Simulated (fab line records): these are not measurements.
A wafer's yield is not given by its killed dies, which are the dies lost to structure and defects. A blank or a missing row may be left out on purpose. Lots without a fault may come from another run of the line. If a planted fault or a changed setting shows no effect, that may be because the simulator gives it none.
Which of the tools did it? -- flow sky130 -- 11 lots, 33 wafers sampled, at 5 steps of a route of 708

== WHAT THE GAUGES SHOWED, per wafer ==
SKY_NWELL_THK_MEAS_02. Usual: NWELL_OXIDATION_THK typically reads 10.03 nm, with standard deviation 0.18.
lot,measured,on,NWELL_OXIDATION_THK (nm),flag
L530,day 2 11:23,filmMetro-01,9.68 9.86 9.88,
L532,day 3 00:49,filmMetro-02,10.12 10.08 10.20,
L533,day 3 06:10,filmMetro-01,10.42 10.17 10.09,
L534,day 3 10:44,filmMetro-01,9.96 9.84 9.84,
L536,day 3 21:28,filmMetro-01,10.09 9.85 10.15,
L539,day 4 09:44,filmMetro-03,10.14 9.94 9.99,
L541,day 4 20:29,filmMetro-03,10.06 10.20 10.02,
L542,day 5 05:44,filmMetro-03,11.99 12.09 11.81,OFF
L543,day 5 08:37,filmMetro-03,11.99 12.21 12.01,OFF
L546,day 6 03:38,filmMetro-01,10.01 10.10 10.18,
L553,day 7 15:06,filmMetro-02,10.27 10.16 10.11,

SKY_CONTACT_CD_MEAS_14 targets a cd of 170 nm. Usual: cdNm 170.0 nm, standard deviation 1.4.
lot,measured,on,cdNm (nm),flag
L530,day 31 09:04,cdSem-02,169.6 171.1 169.3,
L532,day 32 02:20,cdSem-01,171.5 171.1 170.0,
L533,day 32 13:24,cdSem-02,169.6 170.7 169.2,
L534,day 32 12:38,cdSem-01,166.4 167.6 168.1,
L536,day 33 12:49,cdSem-01,167.9 168.1 169.5,
L539,day 34 10:15,cdSem-01,171.6 170.8 169.5,
L541,day 34 22:06,cdSem-02,170.9 170.9 170.7,
L542,day 35 07:35,cdSem-01,172.9 170.4 170.7,
L543,day 35 17:45,cdSem-01,169.7 169.6 169.9,
L546,day 36 19:03,cdSem-02,168.8 169.2 169.2,
L553,day 38 12:07,cdSem-01,171.1 170.7 170.7,

== WHICH TOOL RAN EACH LOT (tool, then ch and the chambers of the sampled wafers, then the start) ==
lot,SKY_NWELL_OXIDATION_01,SKY_POLY_GATE_ETCH_15,SKY_LI_CONTACT_STRIP_16
L530,"furnace-02 ch 0, day 2 09:59","rieDiel-02 ch 0,1,2, day 16 09:14","plasmaAsher-01 ch 0,1, day 28 23:58"
L532,"furnace-02 ch 0, day 2 23:25","rieDiel-04 ch 0,2,3, day 17 01:07","plasmaAsher-04 ch 0,1, day 29 17:34"
L533,"furnace-01 ch 0, day 3 04:46","rieDiel-01 ch 1,2, day 17 10:31","plasmaAsher-04 ch 0,1, day 30 04:01"
L534,"furnace-01 ch 0, day 3 09:20","rieDiel-04 ch 1,2, day 17 10:52","plasmaAsher-01 ch 0,1, day 30 02:34"
L536,"furnace-01 ch 0, day 3 20:05","rieDiel-01 ch 0,2,3, day 18 14:29","plasmaAsher-03 ch 0,1, day 31 04:38"
L539,"furnace-01 ch 0, day 4 08:20","rieDiel-02 ch 0,1,3, day 19 11:04","plasmaAsher-03 ch 0,1, day 32 01:13"
L541,"furnace-01 ch 0, day 4 19:05","rieDiel-01 ch 0,2,3, day 20 06:55","plasmaAsher-04 ch 0,1, day 32 14:55"
L542,"furnace-01 ch 0, day 5 04:19","rieDiel-04 ch 0,2,3, day 20 18:58","plasmaAsher-03 ch 0, day 33 00:40"
L543,"furnace-01 ch 0, day 5 07:14","rieDiel-04 ch 2,3, day 21 02:31","plasmaAsher-04 ch 0,1, day 33 09:19"
L546,"furnace-02 ch 0, day 6 02:13","rieDiel-02 ch 0,1,2, day 22 08:32","plasmaAsher-01 ch 0,1, day 34 11:47"
L553,"furnace-02 ch 0, day 7 13:43","rieDiel-02 ch 0,1,2, day 24 12:31","plasmaAsher-04 ch 0,1, day 36 06:02"
- SKY_NWELL_OXIDATION_01: stabilise 600 s, purge 300 s, target thk 10 nm.
- SKY_POLY_GATE_ETCH_15: etches BARC in N2/H2, stops on SiO2, time 118.5 s, target depth 110 nm.
- SKY_LI_CONTACT_STRIP_16: strips in O2/N2.

== AS READ BY THE TOOLS THEMSELVES (means over the sampled wafers that have a number; for cases with no such wafer, the mark the record gives instead) ==
SKY_NWELL_OXIDATION_01. Usual: spikeTcBottomC 919.4 C, standard deviation 0.96; spikeTcCentreC 900.2 C, standard deviation 0.95; spikeTcLowerC 901.6 C, standard deviation 1.8; spikeTcTopC 910.9 C, standard deviation 1.2; spikeTcUpperC 900.0 C, standard deviation 1.1; tubeCenterTempC 900 C, standard deviation 0.08; tube_center_temp_C_max 902.3, standard deviation 0.34; zonePowerCentrePct 18.07 %, standard deviation 0.18.
lot,tool,spikeTcBottomC (C),spikeTcCentreC (C),spikeTcLowerC (C),spikeTcTopC (C),spikeTcUpperC (C),tubeCenterTempC (C),tube_center_temp_C_max,zonePowerCentrePct (%),flag
L530,furnace-02,920.5,900.6,899.4,910.0,900.5,900,901.9,18.06,
L532,furnace-02,920.4,900.0,899.9,910.3,900.5,900,902.2,18.00,
L533,furnace-01,919.3,899.7,903.9,910.9,898.9,900,902.1,18.27,
L534,furnace-01,920.2,899.6,902.8,910.5,899.6,900,902.7,18.08,
L536,furnace-01,919.1,900.4,902.4,911.8,899.4,900,902.3,18.08,
L539,furnace-01,918.9,901.4,902.5,911.7,899.8,900,902.2,18.24,
L541,furnace-01,919.3,900.6,902.6,912.0,899.6,900,902.4,18.17,
L542,furnace-01,934.4,916.6,919.2,927.8,916.0,916,918.8,18.70,OFF
L543,furnace-01,935.0,916.5,918.9,927.4,915.1,916,918.4,19.06,OFF
L546,furnace-02,920.0,900.3,900.9,910.2,901.2,900,902.5,18.02,
L553,furnace-02,919.4,900.2,900.2,910.3,900.9,900,902.1,17.91,

SKY_POLY_GATE_ETCH_15. Usual: drypumpMotorCurrentA 5.9 A, standard deviation 0.42; oesProductAu 0.717 a.u., standard deviation 0.005; rfFwdPowerW 497.3 W, standard deviation 1.4; throttleValvePct 13.215 %, standard deviation 0.0098.
lot,tool,drypumpMotorCurrentA (A),oesProductAu (a.u.),rfFwdPowerW (W),throttleValvePct (%),flag
L530,rieDiel-02,6.2,0.720,497.5,13.217,
L532,rieDiel-04,5.8,0.721,497.1,13.225,
L533,rieDiel-01,6.1,0.714,496.4,13.208,
L534,rieDiel-04,5.8,0.718,496.4,13.214,
L536,rieDiel-01,5.4,0.713,497.5,13.218,
L539,rieDiel-02,6.1,0.720,496.4,13.215,
L541,rieDiel-01,5.4,0.721,497.8,13.214,
L542,rieDiel-04,5.8,0.715,496.5,13.211,
L543,rieDiel-04,5.7,0.720,496.1,13.222,
L546,rieDiel-02,6.2,0.720,498.0,13.221,
L553,rieDiel-02,6.2,0.722,497.1,13.217,

SKY_LI_CONTACT_STRIP_16. Usual: drypumpMotorCurrentA 5.6 A, standard deviation 0.4; oesProductAu 0.375 a.u., standard deviation 0.0044; stripTimeToEndpointS 3.492 s, standard deviation 0.027.
lot,tool,drypumpMotorCurrentA (A),oesProductAu (a.u.),stripTimeToEndpointS (s),flag
L530,plasmaAsher-01,5.6,0.376,3.522,
L532,plasmaAsher-04,5.7,0.366,3.473,
L533,plasmaAsher-04,5.7,0.377,3.487,
L534,plasmaAsher-01,5.6,0.378,3.471,
L536,plasmaAsher-03,5.4,0.379,3.514,
L539,plasmaAsher-03,5.3,0.371,3.504,
L541,plasmaAsher-04,5.7,0.376,3.507,
L542,plasmaAsher-03,6.3,0.377,3.480,
L543,plasmaAsher-04,5.7,0.375,3.483,
L546,plasmaAsher-01,5.6,0.376,3.482,
L553,plasmaAsher-04,5.7,0.377,3.496,

== THE ANSWER, worked out from the rows above alone ==
Rule: lot off if the mean of its wafers having a number is beyond 3 standard deviations from the usual mean. A lot without any number at a reading at which 4 lots or more have one is off too. All remaining lots with rows at the step are treated as sound. After the gauges, taken in route order, come the tools' own readings; for these a lot's mean is taken, as printed above. The first step at which some lot is off is used, and at that step the reading that is off furthest; a lot without a number counts as furthest.
Off: at SKY_NWELL_THK_MEAS_02 (NWELL_OXIDATION_THK), L542, L543.
A tool fits if, at a process step before that reading, it ran every lot that is off, and no sound lot after the first of them. Not tried: the gauges at SKY_NWELL_THK_MEAS_02; whatever is off there is also off at SKY_NWELL_OXIDATION_01, on other tools, and gauge error can't account for it. One fits: furnace-01 at SKY_NWELL_OXIDATION_01. Its last sound lot is L541 (day 4 19:05), its first lot that is off L542 (day 5 04:19): a fault that began between those two fits.
The tool's own readings at SKY_NWELL_OXIDATION_01 bear it out: on the lots that are off they differ by more than 5 times the standard deviation of the sound lots' means. spikeTcBottomC reads 934.7 C there against 919.7 C on the sound lots; spikeTcCentreC reads 916.5 C there against 900.3 C on the sound lots; spikeTcLowerC reads 919.0 C there against 901.6 C on the sound lots; spikeTcTopC reads 927.6 C there against 910.9 C on the sound lots; spikeTcUpperC reads 915.5 C there against 900.0 C on the sound lots; tubeCenterTempC reads 916 C there against 900 C on the sound lots; tube_center_temp_C_max reads 918.6 there against 902.3 on the sound lots; zonePowerCentrePct reads 18.88 % there against 18.09 % on the sound lots.

== WHAT HAD BEEN PUT IN BY THE SIMULATOR ==
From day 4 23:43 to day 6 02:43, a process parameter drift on furnace-01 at SKY_NWELL_OXIDATION_01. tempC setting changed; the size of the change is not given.
Shown lots that were struck: L542, L543. The rule given above showed the same thing.
